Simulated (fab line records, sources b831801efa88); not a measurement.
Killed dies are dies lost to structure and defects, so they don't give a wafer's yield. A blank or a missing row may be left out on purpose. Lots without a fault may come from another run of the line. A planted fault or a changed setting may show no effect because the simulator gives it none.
A sampling plan put to the test | flow sfq_line | one fab line, 23 faults that these records tell of, each judged on the records of the lots that it struck
The plan is the line's own looks: the steps of the route at which a gauge or an inspection reads the wafer and doesn't change it. A look can be judged if struck wafers have a number there and the file gives its usual mean and standard deviation on fault-free wafers. Caught: at a look after the fault's first step, the mean of the struck wafers lies 4 or more of those standard deviations (sigma) from the usual mean. On the tool: the same test on the tool's own readings at the fault's steps. Another recipe on the struck wafers, or a record that is blank for them alone, also counts as caught.

THE FAULTS, as the simulator had put them in
1. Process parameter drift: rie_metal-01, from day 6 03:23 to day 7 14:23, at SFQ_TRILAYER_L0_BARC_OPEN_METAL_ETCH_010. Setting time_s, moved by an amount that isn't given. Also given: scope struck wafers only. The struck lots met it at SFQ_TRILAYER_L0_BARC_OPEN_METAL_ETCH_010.
2. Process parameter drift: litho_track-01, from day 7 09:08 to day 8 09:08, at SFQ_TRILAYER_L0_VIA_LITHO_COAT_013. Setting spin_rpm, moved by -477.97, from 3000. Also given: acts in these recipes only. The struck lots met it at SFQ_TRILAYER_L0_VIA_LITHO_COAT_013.
3. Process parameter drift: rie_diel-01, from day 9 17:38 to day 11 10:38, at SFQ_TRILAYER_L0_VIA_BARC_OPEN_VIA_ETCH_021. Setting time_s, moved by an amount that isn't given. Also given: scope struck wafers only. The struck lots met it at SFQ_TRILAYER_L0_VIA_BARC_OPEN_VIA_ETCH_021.
4. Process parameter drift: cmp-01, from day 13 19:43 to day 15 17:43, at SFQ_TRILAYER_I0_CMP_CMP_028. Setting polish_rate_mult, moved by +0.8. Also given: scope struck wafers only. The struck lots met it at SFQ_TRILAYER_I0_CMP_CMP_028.
5. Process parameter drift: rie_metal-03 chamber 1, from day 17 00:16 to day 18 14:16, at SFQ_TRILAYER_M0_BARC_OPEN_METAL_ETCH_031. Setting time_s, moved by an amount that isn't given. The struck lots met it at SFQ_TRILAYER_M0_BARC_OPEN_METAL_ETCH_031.
6. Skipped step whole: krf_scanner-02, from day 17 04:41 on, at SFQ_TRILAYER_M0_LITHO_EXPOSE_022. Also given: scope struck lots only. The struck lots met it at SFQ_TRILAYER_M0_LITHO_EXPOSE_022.
7. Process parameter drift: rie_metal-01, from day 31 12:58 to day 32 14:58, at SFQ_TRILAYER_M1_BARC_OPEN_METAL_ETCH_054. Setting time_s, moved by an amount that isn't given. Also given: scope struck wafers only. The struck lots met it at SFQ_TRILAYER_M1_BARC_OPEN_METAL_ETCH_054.
8. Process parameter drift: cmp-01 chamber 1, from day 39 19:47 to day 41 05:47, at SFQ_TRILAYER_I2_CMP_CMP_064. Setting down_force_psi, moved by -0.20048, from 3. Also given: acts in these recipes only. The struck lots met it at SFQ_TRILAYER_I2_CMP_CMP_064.
9. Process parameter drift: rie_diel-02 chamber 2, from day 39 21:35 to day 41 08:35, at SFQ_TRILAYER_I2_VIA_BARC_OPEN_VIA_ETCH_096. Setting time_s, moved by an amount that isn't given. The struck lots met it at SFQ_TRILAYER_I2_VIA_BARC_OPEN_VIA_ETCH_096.
10. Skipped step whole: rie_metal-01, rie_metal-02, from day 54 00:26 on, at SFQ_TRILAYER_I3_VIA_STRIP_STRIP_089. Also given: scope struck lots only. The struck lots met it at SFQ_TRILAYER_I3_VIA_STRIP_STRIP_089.
11. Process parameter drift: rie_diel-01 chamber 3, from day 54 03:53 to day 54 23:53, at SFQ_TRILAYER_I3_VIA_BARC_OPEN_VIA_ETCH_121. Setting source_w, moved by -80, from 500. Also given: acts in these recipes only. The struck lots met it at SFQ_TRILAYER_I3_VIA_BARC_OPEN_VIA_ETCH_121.
12. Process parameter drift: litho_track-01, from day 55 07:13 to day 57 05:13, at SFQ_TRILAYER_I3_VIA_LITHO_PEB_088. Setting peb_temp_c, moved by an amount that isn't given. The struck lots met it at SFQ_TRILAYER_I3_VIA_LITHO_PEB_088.
13. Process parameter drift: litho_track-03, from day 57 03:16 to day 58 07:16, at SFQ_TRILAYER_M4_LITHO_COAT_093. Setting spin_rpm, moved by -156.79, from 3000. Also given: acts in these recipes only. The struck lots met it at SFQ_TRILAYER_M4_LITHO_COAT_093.
14. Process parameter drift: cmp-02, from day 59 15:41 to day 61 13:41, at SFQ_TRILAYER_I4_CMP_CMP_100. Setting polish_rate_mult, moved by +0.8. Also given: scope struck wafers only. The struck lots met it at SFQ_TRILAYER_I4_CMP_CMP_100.
15. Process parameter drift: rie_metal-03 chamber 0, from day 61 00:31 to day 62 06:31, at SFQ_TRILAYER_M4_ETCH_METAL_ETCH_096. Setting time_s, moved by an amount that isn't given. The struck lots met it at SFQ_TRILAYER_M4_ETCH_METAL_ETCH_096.
16. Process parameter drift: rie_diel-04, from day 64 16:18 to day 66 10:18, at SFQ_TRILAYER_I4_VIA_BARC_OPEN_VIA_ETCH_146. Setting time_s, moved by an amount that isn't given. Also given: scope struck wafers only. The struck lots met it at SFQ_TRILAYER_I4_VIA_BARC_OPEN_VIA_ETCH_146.
17. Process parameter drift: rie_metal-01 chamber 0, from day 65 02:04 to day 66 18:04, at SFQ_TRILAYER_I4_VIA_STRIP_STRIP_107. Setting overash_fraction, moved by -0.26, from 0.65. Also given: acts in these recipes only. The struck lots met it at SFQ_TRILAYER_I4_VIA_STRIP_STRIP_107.
18. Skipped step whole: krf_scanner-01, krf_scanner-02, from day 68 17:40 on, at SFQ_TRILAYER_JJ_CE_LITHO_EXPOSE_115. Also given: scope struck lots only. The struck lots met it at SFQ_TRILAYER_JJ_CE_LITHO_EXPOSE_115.
19. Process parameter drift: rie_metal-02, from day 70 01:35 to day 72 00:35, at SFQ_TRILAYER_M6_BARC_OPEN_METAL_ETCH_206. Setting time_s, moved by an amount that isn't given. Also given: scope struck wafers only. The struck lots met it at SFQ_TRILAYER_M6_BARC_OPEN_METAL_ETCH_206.
20. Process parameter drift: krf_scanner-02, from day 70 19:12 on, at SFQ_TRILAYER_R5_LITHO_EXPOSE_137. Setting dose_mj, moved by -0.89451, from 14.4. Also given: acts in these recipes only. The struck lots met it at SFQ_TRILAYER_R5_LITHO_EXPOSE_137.
21. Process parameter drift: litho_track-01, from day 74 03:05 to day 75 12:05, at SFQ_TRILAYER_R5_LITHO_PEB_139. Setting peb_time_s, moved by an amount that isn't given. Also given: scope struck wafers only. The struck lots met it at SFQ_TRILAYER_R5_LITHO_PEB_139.
22. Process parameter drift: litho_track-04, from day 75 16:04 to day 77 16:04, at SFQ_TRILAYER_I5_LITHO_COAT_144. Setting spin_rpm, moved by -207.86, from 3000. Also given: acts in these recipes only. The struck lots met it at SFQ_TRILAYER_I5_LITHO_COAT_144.
23. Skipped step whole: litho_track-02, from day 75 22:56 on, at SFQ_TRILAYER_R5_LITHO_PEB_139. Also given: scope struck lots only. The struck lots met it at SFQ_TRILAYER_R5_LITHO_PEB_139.

WHAT THE PLAN SAW
fault | on the tool itself                               | first look that catches it                   | reading, sigma | median hours from its first step to that look | hours from the fault's start to the first struck lot there | judged looks passed uncaught
1     | oes_product_au +4.3 sigma                        | no look after it can be judged               | -              | -                                             | -                                                          | 0
2     | spin_speed_rpm -99 or beyond sigma               | not the one look that can be judged after it | -              | -                                             | -                                                          | 1
3     | run_length_s +5.4 sigma                          | no look after it can be judged               | -              | -                                             | -                                                          | 0
4     | time_to_endpoint_s -11 sigma                     | no look after it can be judged               | -              | -                                             | -                                                          | 0
5     | run_length_s +55 sigma                           | not the one look that can be judged after it | -              | -                                             | -                                                          | 1
6     | no reading that can be judged                    | no look after it can be judged               | -              | -                                             | -                                                          | 0
7     | oes_product_au +38 sigma                         | no look after it can be judged               | -              | -                                             | -                                                          | 0
8     | head_pressure_psi -34 sigma                      | no look after it can be judged               | -              | -                                             | -                                                          | 0
9     | oes_product_au +8.1 sigma                        | no look after it can be judged               | -              | -                                             | -                                                          | 0
10    | the tool's record is blank for the struck wafers | no look after it can be judged               | -              | -                                             | -                                                          | 0
11    | rf_fwd_power_W -39 sigma                         | no look after it can be judged               | -              | -                                             | -                                                          | 0
12    | heater_power_total_W -77 sigma                   | not the one look that can be judged after it | -              | -                                             | -                                                          | 1
13    | spin_speed_rpm -82 sigma                         | not the one look that can be judged after it | -              | -                                             | -                                                          | 1
14    | time_to_endpoint_s -10 sigma                     | not the one look that can be judged after it | -              | -                                             | -                                                          | 1
15    | run_length_s +46 sigma                           | no look after it can be judged               | -              | -                                             | -                                                          | 0
16    | run_length_s +7.8 sigma                          | not the one look that can be judged after it | -              | -                                             | -                                                          | 1
17    | under 2 sigma                                    | no look after it can be judged               | -              | -                                             | -                                                          | 0
18    | no reading that can be judged                    | no look after it can be judged               | -              | -                                             | -                                                          | 0
19    | oes_product_au +17 sigma                         | no look after it can be judged               | -              | -                                             | -                                                          | 0
20    | exposure_dose_mJ_cm2 -59 sigma                   | no look after it can be judged               | -              | -                                             | -                                                          | 0
21    | heater_power_total_W +20 sigma                   | no look after it can be judged               | -              | -                                             | -                                                          | 0
22    | spin_speed_rpm -99 or beyond sigma               | no look after it can be judged               | -              | -                                             | -                                                          | 0
23    | the tool's record is blank for the struck wafers | no look after it can be judged               | -              | -                                             | -                                                          | 0
A dash: the fault isn't caught, or these records don't give the number.

Caught at a look: 0 of 23. Caught on the tool: 20 of 23. By one or the other: 20 of 23.
Caught on the tool alone: faults 1, 2, 3, 4, 5, 7, 8, 9, 10, 11, 12, 13, 14, 15, 16, 19, 20, 21, 22, 23.
Caught by neither: faults 6, 17, 18.
